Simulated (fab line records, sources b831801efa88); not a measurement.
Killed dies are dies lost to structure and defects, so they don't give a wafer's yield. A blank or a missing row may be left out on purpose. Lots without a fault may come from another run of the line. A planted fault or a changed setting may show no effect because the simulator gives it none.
fab line records | flow sfq_line
record lots=5 wafers=23
route steps=325 shown C5@247 M6@252 I6@270 M7@282 I7@303 M8@313
start_h: hours from the record's first day to the start of the lot's first wafer shown | wait_h: hours since the lot's step before | " the same as in the row above | L1.1+2: a row that stands for several wafers | - no value, or no start given | * or withheld: withheld | < > ~ a bound
route shown NAME@n: a module of which the file shows steps, and the number in the route of the first | usual: mean/standard deviation of fault-free wafers | same: alike in all rows | chamber/n: place in a boat | sites: the reading at each site | _std_site: their standard deviation | _edge_site: outer sites' mean less inner sites' | radius_mm: how far each site lies from the wafer's centre | mask NAME#n: copy n | behind: the tool/chamber that last shaped the wafer | hold: why the lot was held/for how many hours/how that ended | device: the transistor (n, p or np) that didn't switch | end of line: the same wafers' tests at the end of the route | a step without rows: its recipe alone | killed: dies lost to structure and defects at the first sort, not the wafer's yield | map: a wafer's dies, x killed, . not, _ none there
set.NAME: the setting as run; set.NAME@STEP: as run at that earlier step | model.NAME: the simulator's own value behind a step, which no gauge read
lots whose settings were changed on purpose; a table a step, a row a wafer
## steps
# step SFQ_TRILAYER_C5_BARC_OPEN_VIA_ETCH_210
# recipe mask_material=PR chemistry=O2 target_depth_nm=125 target=BARC source_w=500 bias_w=80 pressure_mtorr=30 time_s=41.7
# columns lot.wafer tool chamber start_h wait_h set.source_w set.dose_mj@TRILAYER_C5_LITHO_EXPOSE_152 model.C5.cd_nm
L075.1 rie_diel-01 0 1550.08 0.0 500 21.3 507.3
L075.5 " 3 " " 500 21.3 506.9
L075.6 " 0 " " 500 21.3 506.2
L080.1 rie_diel-04 1 1658.40 0.0 454.2 22.87 517.3
L080.2 " 2 " " 500 22.87 519.6
L080.3 " 0 " " 500 21.3 504.8
L080.4 " 3 " " 500 21.3 506.1
L080.5 " 2 " " 454.2 22.87 518.7
L081.2 rie_diel-03 3 1659.60 0.0 500 21.3 506.1
L081.3 " 1 " " 500 21.3 506.5
L081.4 " 0 " " 500 22.85 517.7
L081.5 " 3 " " 517.9 22.85 517.1
L081.6 " 0 " " 517.9 21.3 506
L083.2 rie_diel-04 2 1725.72 0.0 500 22.61 515.7
L083.3 " 0 " " 500 22.61 514
L083.4 " 3 " " 500 21.3 503.8
L083.5 " 0 " " 500 22.61 513.3
L083.6 " 2 " " 500 21.3 505.6
L085.1 rie_diel-03 0 1769.09 0.0 500 21.3 505.8
L085.2 " 1 " " 500 21.3 506.3
L085.4 " 2 " " 517.7 21.3 503.7
L085.5 " 1 " " 517.7 21.3 505.8
L085.6 " 2 " " 517.7 21.3 503.2
# step SFQ_TRILAYER_C5_ETCH_VIA_ETCH_154
# recipe target=SiO2 mask_material=PR chemistry=CHF3 target_depth_nm=84 source_w=500 bias_w=80 pressure_mtorr=30 time_s=withheld stop_on=Nb
# usual oes_product_au=0.895/0.0087
# columns lot.wafer tool chamber start_h wait_h set.time_s@TRILAYER_A5C_DEP_PECVD_142 oes_product_au model.C5.feature_depth_nm
L075.1 rie_diel-01 0 1550.12 0.0 * 0.883 69.36
L075.5 " 3 " " * 0.902 70.22
L075.6 " 0 " " * 0.904 71.11
L080.1 rie_diel-04 1 1658.44 0.0 * 0.904 71.18
L080.2 " 2 " " * 0.899 70.38
L080.3 " 0 " " * 0.895 70.53
L080.4 " 3 " " * 0.900 70.78
L080.5 " 2 " " * 0.903 72.11
L081.2 rie_diel-03 3 1659.64 0.0 * 0.887 69.44
L081.3 " 1 " " * 0.960 78.19
L081.4 " 0 " " * 0.961 79.61
L081.5 " 3 " " * 0.893 69.9
L081.6 " 0 " " * 0.895 71.12
L083.2 rie_diel-04 2 1725.76 0.0 * 0.835 62.66
L083.3 " 0 " " * 0.827 61.08
L083.4 " 3 " " * 0.902 70.83
L083.5 " 0 " " * 0.905 71.45
L083.6 " 2 " " * 0.841 62.58
L085.1 rie_diel-03 0 1769.13 0.0 * 0.886 69.76
L085.2 " 1 " " * 0.888 70.27
L085.4 " 2 " " * 0.899 70.31
L085.5 " 1 " " * 0.845 64.43
L085.6 " 2 " " * 0.868 65.33
# step SFQ_TRILAYER_M6_DEP_SPUTTER_157
# recipe material=Nb base_pressure_pa=1.33e-06 chamber_pressure_pa=0.1333 substrate_temp_c=20 target_thk_nm=200 power_w=2000 time_s=133.3
# columns lot.wafer tool chamber start_h wait_h set.time_s model.Nb_of_TRILAYER_M6_DEP_SPUTTER_157.thk_nm
L075.1 pvd_sputter-05 - 1550.98 0.0 133.3 200.4
L075.5 " - " " 133.3 199.5
L075.6 " - " " 133.3 199
L080.1 pvd_sputter-06 - 1659.29 0.0 151.5 226.9
L080.2 " - " " 151.5 227.2
L080.3 " - " " 151.5 225.6
L080.4 " - " " 133.3 198.6
L080.5 " - " " 133.3 201.1
L081.2 pvd_sputter-04 - 1660.69 0.0 133.3 198.8
L081.3+4 " - " " 133.3 198.9
L081.5 " - " " 133.3 197.2
L081.6 " - " " 133.3 197.8
L083.2 pvd_sputter-04 - 1726.61 0.0 133.3 197.8
L083.3 " - " " 118.6 179.3
L083.4 " - " " 133.3 199.4
L083.5 " - " " 118.6 177.5
L083.6 " - " " 133.3 200.7
L085.1 pvd_sputter-05 - 1769.98 0.0 127 191.4
L085.2 " - " " 133.3 199.7
L085.4 " - " " 133.3 200.5
L085.5 " - " " 127 188.8
L085.6 " - " " 127 189.8
# step SFQ_M6_RS_MEAS_938
# recipe thk_meas_gauge=four-point-probe reads=Nb_of_TRILAYER_M6_DEP_SPUTTER_157
# usual M6_NB_RS=0.896/0.0062
# columns lot.wafer tool chamber start_h wait_h set.time_s@TRILAYER_M6_DEP_SPUTTER_157 M6_NB_RS[ohm/sq]
L075.1 film_metro-04 - 1551.07 0.0 133.3 0.888
L075.5 " - " " 133.3 0.889
L075.6 " - " " 133.3 0.893
L080.1 film_metro-01 - 1659.38 0.0 151.5 0.784
L080.2 " - " " 151.5 0.781
L080.3 " - " " 151.5 0.787
L080.4 " - " " 133.3 0.894
L080.5 " - " " 133.3 0.884
L081.2 film_metro-01 - 1660.81 0.1 133.3 0.896
L081.3 " - " " 133.3 0.895
L081.4 " - " " 133.3 0.895
L081.5 " - " " 133.3 0.901
L081.6 " - " " 133.3 0.900
L083.2 film_metro-01 - 1726.72 0.1 133.3 0.898
L083.3 " - " " 118.6 0.995
L083.4 " - " " 133.3 0.890
L083.5 " - " " 118.6 1.004
L083.6 " - " " 133.3 0.888
L085.1 film_metro-02 - 1770.07 0.0 127 0.930
L085.2 " - " " 133.3 0.890
L085.4 " - " " 133.3 0.889
L085.5 " - " " 127 0.944
L085.6 " - " " 127 0.940
# step SFQ_TRILAYER_M6_LITHO_PEB_162
# recipe peb_temp_c=115 peb_time_s=60 resist=KrF
# columns lot.wafer tool chamber start_h wait_h set.peb_temp_c
L075.1+5+6 litho_track-04 0 1650.76 1.0 115
L080.1+3 litho_track-03 0 1726.01 1.0 115
L080.2+4+5 " 0 " " 116.9
L081.2+4+6 litho_track-03 0 1727.24 0.8 115
L081.3+5 " 0 " " 118.1
L083.2+3 litho_track-04 0 1729.64 0.8 115
L083.4+5+6 " 0 " " 112.5
L085.1+4 litho_track-04 0 1772.20 1.0 115
L085.2+5+6 " 0 " " 113.6
# step SFQ_TRILAYER_M6_LITHO_DEVELOP_161
# recipe time_s=60 resist=KrF
# step SFQ_TRILAYER_M6_BARC_OPEN_METAL_ETCH_206
# recipe mask_material=PR chemistry=O2 target_depth_nm=125 target=BARC icp_w=584.8 bias_w=80 pressure_mtorr=10 time_s=41.7
# columns lot.wafer tool chamber start_h wait_h set.peb_temp_c@TRILAYER_M6_LITHO_PEB_162 model.M6.cd_nm
L075.1 rie_metal-02 1 1651.10 0.0 115 500.7
L075.5 " 0 " " 115 501
L075.6 " 1 " " 115 498.4
L080.1 rie_metal-01 0 1726.35 0.0 115 500.2
L080.2 " 1 " " 116.9 468.5
L080.3 " 0 " " 115 499.8
L080.4 " 1 " " 116.9 469.7
L080.5 " 1 " " 116.9 467.1
L081.2 rie_metal-02 1 1727.55 0.0 115 501.8
L081.3 " 1 " " 118.1 451
L081.4 " 0 " " 115 500.5
L081.5 " 0 " " 118.1 451.4
L081.6 " 1 " " 115 500.8
L083.2 rie_metal-04 1 1729.95 0.0 115 497.8
L083.3 " 0 " " 115 499.2
L083.4+6 " 1,0 " " 112.5 547.8
L083.5 " 1 " " 112.5 546.9
L085.1 rie_metal-02 0 1772.54 0.0 115 502.2
L085.2 " 1 " " 113.6 527.7
L085.4 " 0 " " 115 501.6
L085.5 " 1 " " 113.6 528.9
L085.6 " 0 " " 113.6 527.8
# step SFQ_TRILAYER_M6_ETCH_METAL_ETCH_162
# recipe target=Nb stop_on=SiO2 mask_material=PR chemistry=Cl2/Ar target_depth_nm=240 icp_w=600 bias_w=80 pressure_mtorr=10 time_s=120
# usual oes_product_au=0.889/0.0056
# columns lot.wafer tool chamber start_h wait_h set.time_s@TRILAYER_M6_DEP_SPUTTER_157 oes_product_au
L075.1 rie_metal-02 1 1651.16 0.0 133.3 0.894
L075.5 " 0 " " 133.3 0.891
L075.6 " 1 " " 133.3 0.890
L080.1 rie_metal-01 0 1726.41 0.0 151.5 0.961
L080.2 " 1 " " 151.5 0.957
L080.3 " 0 " " 151.5 0.963
L080.4 " 1 " " 133.3 0.891
L080.5 " 1 " " 133.3 0.890
L081.2 rie_metal-02 1 1727.61 0.0 133.3 0.894
L081.3 " 1 " " 133.3 0.888
L081.4 " 0 " " 133.3 0.891
L081.5 " 0 " " 133.3 0.879
L081.6 " 1 " " 133.3 0.891
L083.2 rie_metal-04 1 1730.01 0.0 133.3 0.895
L083.3 " 0 " " 118.6 0.849
L083.4 " 1 " " 133.3 0.896
L083.5 " 1 " " 118.6 0.833
L083.6 " 0 " " 133.3 0.899
L085.1 rie_metal-02 0 1772.60 0.0 127 0.867
L085.2 " 1 " " 133.3 0.895
L085.4 " 0 " " 133.3 0.893
L085.5 " 1 " " 127 0.868
L085.6 " 0 " " 127 0.864
# step SFQ_TRILAYER_I6_VIA_LITHO_COAT_174
# recipe resist=BARC spin_rpm=3000 resist_thk_nm=62
# columns lot.wafer tool chamber start_h wait_h set.resist_thk_nm model.BARC_of_TRILAYER_I6_VIA_LITHO_COAT_174.thk_nm
L075.1 litho_track-01 0 1657.67 1.0 62 62
L075.5 " 0 " " 62 61.91
L075.6 " 0 " " 62 62.04
L080.1 litho_track-02 0 1731.88 1.0 62 62.06
L080.2 " 0 " " 62 62.04
L080.3 " 0 " " 62 62.08
L080.4 " 0 " " 62 61.99
L080.5 " 0 " " 62 61.93
L081.2 litho_track-01 0 1733.59 0.8 59.85 60.16
L081.3 " 0 " " 62 62.09
L081.4 " 0 " " 62 62.21
L081.5 " 0 " " 62 62.29
L081.6 " 0 " " 59.85 59.89
L083.2 litho_track-02 0 1737.93 0.8 63.06 63
L083.3 " 0 " " 62 61.65
L083.4 " 0 " " 63.06 62.95
L083.5 " 0 " " 63.06 62.78
L083.6 " 0 " " 62 61.82
L085.1 litho_track-03 0 1781.05 1.0 62 61.9
L085.2 " 0 " " 64.59 64.33
L085.4 " 0 " " 64.59 64.37
L085.5 " 0 " " 64.59 64.61
L085.6 " 0 " " 62 61.8
# step SFQ_TRILAYER_M7_DEP_SPUTTER_175
# recipe material=Nb base_pressure_pa=1.33e-06 chamber_pressure_pa=0.1333 substrate_temp_c=20 target_thk_nm=200 power_w=2000 time_s=133.3
# columns lot.wafer tool chamber start_h wait_h set.time_s model.Nb_of_TRILAYER_M7_DEP_SPUTTER_175.thk_nm
L075.1 pvd_sputter-06 - 1668.88 0.0 133.3 201.6
L075.5 " - " " 133.3 201.8
L075.6 " - " " 133.3 202.1
L080.1+4 pvd_sputter-06 - 1735.25 0.0 126.9 187.2
L080.2 " - " " 133.3 198.1
L080.3 " - " " 126.9 186.8
L080.5 " - " " 133.3 197.9
L081.2 pvd_sputter-06 - 1835.67 0.0 151.2 223.4
L081.3 " - " " 133.3 198
L081.4 " - " " 133.3 196.5
L081.5 " - " " 151.2 224.7
L081.6 " - " " 151.2 224.6
L083.2 pvd_sputter-05 - 1841.67 0.0 133.3 201
L083.3 " - " " 133.3 202.3
L083.4 " - " " 133.3 198.2
L083.5 " - " " 145.2 216
L083.6 " - " " 145.2 219.3
L085.1 pvd_sputter-03 - 1877.89 0.0 133.3 197.3
L085.2 " - " " 133.3 194
L085.4 " - " " 133.3 196.5
L085.5 " - " " 144.1 211.6
L085.6 " - " " 144.1 215.8
# step SFQ_M7_RS_MEAS_943
# recipe thk_meas_gauge=four-point-probe reads=Nb_of_TRILAYER_M7_DEP_SPUTTER_175
# usual M7_NB_RS=0.896/0.011
# columns lot.wafer tool chamber start_h wait_h set.time_s@TRILAYER_M7_DEP_SPUTTER_175 M7_NB_RS[ohm/sq]
L075.1 film_metro-03 - 1668.97 0.0 133.3 0.882
L075.5 " - " " 133.3 0.882
L075.6 " - " " 133.3 0.881
L080.1 film_metro-03 - 1735.34 0.0 126.9 0.952
L080.2 " - " " 133.3 0.898
L080.3 " - " " 126.9 0.954
L080.4 " - " " 126.9 0.950
L080.5 " - " " 133.3 0.899
L081.2 film_metro-01 - 1835.78 0.1 151.2 0.795
L081.3 " - " " 133.3 0.896
L081.4 " - " " 133.3 0.906
L081.5 " - " " 151.2 0.791
L081.6 " - " " 151.2 0.791
L083.2 film_metro-01 - 1841.78 0.1 133.3 0.885
L083.3 " - " " 133.3 0.879
L083.4 " - " " 133.3 0.897
L083.5 " - " " 145.2 0.824
L083.6 " - " " 145.2 0.810
L085.1 film_metro-01 - 1877.98 0.0 133.3 0.902
L085.2 " - " " 133.3 0.918
L085.4 " - " " 133.3 0.907
L085.5 " - " " 144.1 0.840
L085.6 " - " " 144.1 0.824
# step SFQ_TRILAYER_M7_BARC_OPEN_METAL_ETCH_229
# recipe mask_material=PR chemistry=O2 target_depth_nm=125 target=BARC icp_w=600 bias_w=80 pressure_mtorr=10 time_s=41.7
# columns lot.wafer tool chamber start_h wait_h set.icp_w
L075.1+5+6 rie_metal-04 0,0,1 1675.25 0.0 600
L080.1+2+3+4+5 rie_metal-03 1,0,0,1,0 1737.80 0.0 600
L081.2+3+4+5+6 rie_metal-02 0,1,0,1,0 1916.44 0.0 600
L083.2+3+5 rie_metal-04 1,0,1 1922.44 0.0 566.1
L083.4+6 " 1,0 " " 600
L085.1+4 rie_metal-02 0 1962.74 0.0 600
L085.2+5+6 " 1,0,1 " " 565.8
# step SFQ_TRILAYER_M7_ETCH_METAL_ETCH_180
# recipe target=Nb stop_on=SiO2 mask_material=PR chemistry=Cl2/Ar target_depth_nm=240 icp_w=600 bias_w=80 pressure_mtorr=10 time_s=120
# usual oes_product_au=0.891/0.0086
# columns lot.wafer tool chamber start_h wait_h set.time_s@TRILAYER_M7_DEP_SPUTTER_175 oes_product_au
L075.1 rie_metal-04 0 1675.31 0.0 133.3 0.903
L075.5 " 0 " " 133.3 0.902
L075.6 " 1 " " 133.3 0.905
L080.1 rie_metal-03 1 1737.86 0.0 126.9 0.870
L080.2 " 0 " " 133.3 0.879
L080.3 " 0 " " 126.9 0.858
L080.4 " 1 " " 126.9 0.864
L080.5 " 0 " " 133.3 0.879
L081.2 rie_metal-02 0 1916.50 0.0 151.2 0.953
L081.3 " 1 " " 133.3 0.894
L081.4 " 0 " " 133.3 0.881
L081.5 " 1 " " 151.2 0.958
L081.6 " 0 " " 151.2 0.958
L083.2 rie_metal-04 1 1922.50 0.0 133.3 0.894
L083.3 " 0 " " 133.3 0.900
L083.4 " 1 " " 133.3 0.888
L083.5 " 1 " " 145.2 0.941
L083.6 " 0 " " 145.2 0.955
L085.1 rie_metal-02 0 1962.80 0.0 133.3 0.885
L085.2 " 1 " " 133.3 0.873
L085.4 " 0 " " 133.3 0.889
L085.5 " 0 " " 144.1 0.923
L085.6 " 1 " " 144.1 0.936
# step SFQ_TRILAYER_I7_VIA_LITHO_EXPOSE_188
# recipe mask_id=I7 na=0.6 source_shape=conventional sigma_outer=0.65 target_cd_nm=1000 dose_mj=21.3
# columns lot.wafer tool chamber start_h wait_h mask set.dose_mj
L075.1+5+6 krf_scanner-02 0 1685.51 - I7#0 21.3
L080.1+2+3+4+5 krf_scanner-02 0 1746.29 - I7#0 21.3
L081.2+3+5 krf_scanner-02 0 1922.75 - I7#0 20.59
L081.4+6 " 0 " " I7#0 21.3
L083.2+5+6 krf_scanner-02 0 1928.75 - I7#0 21.3
L083.3+4 " 0 " " I7#0 20.56
L085.1+5 krf_scanner-02 0 1970.90 - I7#0 20.49
L085.2+4+6 " 0 " " I7#0 21.3
# step SFQ_TRILAYER_I7_VIA_LITHO_PEB_190
# recipe peb_temp_c=113.9 peb_time_s=60 resist=KrF
# step SFQ_TRILAYER_I7_VIA_LITHO_DEVELOP_189
# recipe time_s=60 resist=KrF
# step SFQ_TRILAYER_I7_VIA_BARC_OPEN_VIA_ETCH_260
# recipe mask_material=PR chemistry=O2 target_depth_nm=125 target=BARC source_w=500 bias_w=80 pressure_mtorr=30 time_s=41.7
# columns lot.wafer tool chamber start_h wait_h set.dose_mj@TRILAYER_I7_VIA_LITHO_EXPOSE_188 model.I7.cd_nm
L075.1 rie_diel-04 1 1687.05 0.0 21.3 980.1
L075.5 " 3 " " 21.3 980.7
L075.6 " 2 " " 21.3 980.9
L080.1+4 rie_diel-02 0,2 1747.83 0.0 21.3 978
L080.2 " 1 " " 21.3 980.3
L080.3 " 3 " " 21.3 978.4
L080.5 " 1 " " 21.3 979.9
L081.2 rie_diel-02 2 1924.09 0.0 20.59 971.7
L081.3 " 3 " " 20.59 972.3
L081.4 " 0 " " 21.3 978.4
L081.5 " 2 " " 20.59 971.6
L081.6 " 3 " " 21.3 977.5
L083.2 rie_diel-03 1 1930.09 0.0 21.3 979.2
L083.3 " 2 " " 20.56 974.5
L083.4 " 3 " " 20.56 973.5
L083.5 " 0 " " 21.3 978.9
L083.6 " 1 " " 21.3 979.5
L085.1 rie_diel-03 0 1972.44 0.0 20.49 974.7
L085.2 " 2 " " 21.3 980.7
L085.4 " 1 " " 21.3 981.6
L085.5 " 1 " " 20.49 974.4
L085.6 " 2 " " 21.3 981.2
# step SFQ_TRILAYER_I7_VIA_ETCH_VIA_ETCH_190
# recipe target=SiO2 stop_on=Nb mask_material=PR taper_deg=20 chemistry=CHF3 target_depth_nm=260 source_w=500 bias_w=80 pressure_mtorr=30 time_s=withheld
# columns lot.wafer tool chamber start_h wait_h set.dose_mj@TRILAYER_I7_VIA_LITHO_EXPOSE_188 model.I7.cd_nm
L075.1 rie_diel-04 1 1687.09 0.0 21.3 980.7
L075.5 " 3 " " 21.3 981.2
L075.6 " 2 " " 21.3 979.7
L080.1 rie_diel-02 0 1747.86 0.0 21.3 976.4
L080.2 " 1 " " 21.3 982.7
L080.3 " 3 " " 21.3 981.8
L080.4 " 2 " " 21.3 978.3
L080.5 " 1 " " 21.3 982
L081.2+3 rie_diel-02 2,3 1924.13 0.0 20.59 972.1
L081.4 " 0 " " 21.3 976.1
L081.5 " 2 " " 20.59 972.3
L081.6 " 3 " " 21.3 977.1
L083.2 rie_diel-03 1 1930.13 0.0 21.3 983
L083.3 " 2 " " 20.56 977.2
L083.4 " 3 " " 20.56 973.2
L083.5 " 0 " " 21.3 981
L083.6 " 1 " " 21.3 983.7
L085.1 rie_diel-03 0 1972.48 0.0 20.49 973.8
L085.2 " 2 " " 21.3 981.6
L085.4 " 1 " " 21.3 984.3
L085.5 " 1 " " 20.49 976.9
L085.6 " 2 " " 21.3 982.5
# step SFQ_TRILAYER_M8_LITHO_COAT_193
# recipe resist=KrF spin_rpm=3000 resist_thk_nm=600
# columns lot.wafer tool chamber start_h wait_h set.resist_thk_nm model.KrF_of_TRILAYER_M8_LITHO_COAT_193.thk_nm
L075.1 litho_track-03 0 - - 600 600.1
L075.5 " 0 " " 600 599.1
L075.6 " 0 " " 600 600.9
L080.1 litho_track-01 0 - - 582.6 583.4
L080.2 " 0 " " 582.6 582.1
L080.3 " 0 " " 600 598
L080.4 " 0 " " 582.6 582.2
L080.5 " 0 " " 600 599.1
L081.2 litho_track-01 0 - - 600 599.5
L081.3 " 0 " " 600 599
L081.4 " 0 " " 614.6 612.3
L081.5 " 0 " " 614.6 614.9
L081.6 " 0 " " 600 599.6
L083.2 litho_track-03 0 - - 600 602.4
L083.3 " 0 " " 600 605.4
L083.4 " 0 " " 600 601.5
L083.5 " 0 " " 600 603.3
L083.6 " 0 " " 600 602
L085.1 litho_track-04 0 - - 633.8 631.5
L085.2 " 0 " " 600 598.5
L085.4 " 0 " " 600 599
L085.5 " 0 " " 600 599.6
L085.6 " 0 " " 633.8 631.3
# step SFQ_TRILAYER_M8_DEP_EVAP_198
# recipe material=Pt angular_spread_deg=1 target_thk_nm=50 time_s=250 power_w=2000
# columns lot.wafer tool chamber start_h wait_h set.time_s model.Pt_of_TRILAYER_M8_DEP_EVAP_198.thk_nm
L075.1 pvd_sputter-01 - 1787.15 0.0 250 50.31
L075.5 " - " " 250 49.53
L075.6 " - " " 250 50.53
L080.1 pvd_sputter-02 - 1801.90 0.0 272.2 53.39
L080.2 " - " " 250 49.96
L080.3 " - " " 250 50.21
L080.4 " - " " 272.2 54.39
L080.5 " - " " 250 50.23
L081.2 pvd_sputter-01 - 1928.11 0.0 250 49.79
L081.3 " - " " 219.2 44.66
L081.4 " - " " 219.2 44.71
L081.5 " - " " 250 51.36
L081.6 " - " " 219.2 43.72
L083.2 pvd_sputter-01 - 1933.91 0.0 263.6 53.81
L083.3 " - " " 250 49.96
L083.4 " - " " 250 50.94
L083.5 " - " " 250 50.49
L083.6 " - " " 263.6 53.05
L085.1 pvd_sputter-01 - 1977.30 0.0 250 51.3
L085.2 " - " " 266.4 53.6
L085.4 " - " " 266.4 53.52
L085.5 " - " " 250 50.36
L085.6 " - " " 250 49.92
## key
split step=SFQ_TRILAYER_C5_BARC_OPEN_VIA_ETCH_210 setting=source_w stated=500 by=wafer
response none clear
split step=SFQ_TRILAYER_M6_DEP_SPUTTER_157 setting=time_s stated=133.3 by=wafer
response step=SFQ_TRILAYER_M6_DEP_SPUTTER_157 reading=model.Nb_of_TRILAYER_M6_DEP_SPUTTER_157.thk_nm change=+1.95 per=1% r=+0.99
response step=SFQ_M6_RS_MEAS_938 reading=M6_NB_RS change=-0.00861 per=1% r=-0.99
response step=SFQ_TRILAYER_M6_ETCH_METAL_ETCH_162 reading=oes_product_au change=+0.00515 per=1% r=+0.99
split step=SFQ_TRILAYER_M6_LITHO_PEB_162 setting=peb_temp_c stated=115 by=wafer
response step=SFQ_TRILAYER_M6_BARC_OPEN_METAL_ETCH_206 reading=model.M6.cd_nm change=-20 per=1% r=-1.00
split step=SFQ_TRILAYER_I6_VIA_LITHO_COAT_174 setting=resist_thk_nm stated=62 by=wafer
response step=SFQ_TRILAYER_I6_VIA_LITHO_COAT_174 reading=model.BARC_of_TRILAYER_I6_VIA_LITHO_COAT_174.thk_nm change=+0.628 per=1% r=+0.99
split step=SFQ_TRILAYER_M7_DEP_SPUTTER_175 setting=time_s stated=133.3 by=wafer
response step=SFQ_TRILAYER_M7_DEP_SPUTTER_175 reading=model.Nb_of_TRILAYER_M7_DEP_SPUTTER_175.thk_nm change=+2.04 per=1% r=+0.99
response step=SFQ_M7_RS_MEAS_943 reading=M7_NB_RS change=-0.00849 per=1% r=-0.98
response step=SFQ_TRILAYER_M7_ETCH_METAL_ETCH_180 reading=oes_product_au change=+0.00533 per=1% r=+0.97
split step=SFQ_TRILAYER_M7_BARC_OPEN_METAL_ETCH_229 setting=icp_w stated=600 by=wafer
response none clear
split step=SFQ_TRILAYER_I7_VIA_LITHO_EXPOSE_188 setting=dose_mj stated=21.3 by=wafer
response step=SFQ_TRILAYER_I7_VIA_BARC_OPEN_VIA_ETCH_260 reading=model.I7.cd_nm change=+1.69 per=1% r=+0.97
response step=SFQ_TRILAYER_I7_VIA_ETCH_VIA_ETCH_190 reading=model.I7.cd_nm change=+1.83 per=1% r=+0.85
split step=SFQ_TRILAYER_M8_LITHO_COAT_193 setting=resist_thk_nm stated=600 by=wafer
response step=SFQ_TRILAYER_M8_LITHO_COAT_193 reading=model.KrF_of_TRILAYER_M8_LITHO_COAT_193.thk_nm change=+5.72 per=1% r=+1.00
split step=SFQ_TRILAYER_M8_DEP_EVAP_198 setting=time_s stated=250 by=wafer
response step=SFQ_TRILAYER_M8_DEP_EVAP_198 reading=model.Pt_of_TRILAYER_M8_DEP_EVAP_198.thk_nm change=+0.481 per=1% r=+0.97
split outside_this_file step=SFQ_TRILAYER_A5C_DEP_PECVD_142 setting=time_s
split outside_this_file step=SFQ_TRILAYER_C5_LITHO_EXPOSE_152 setting=dose_mj
# split outside_this_file: this setting was split too, and the file shows its column; the key of that split is in another file
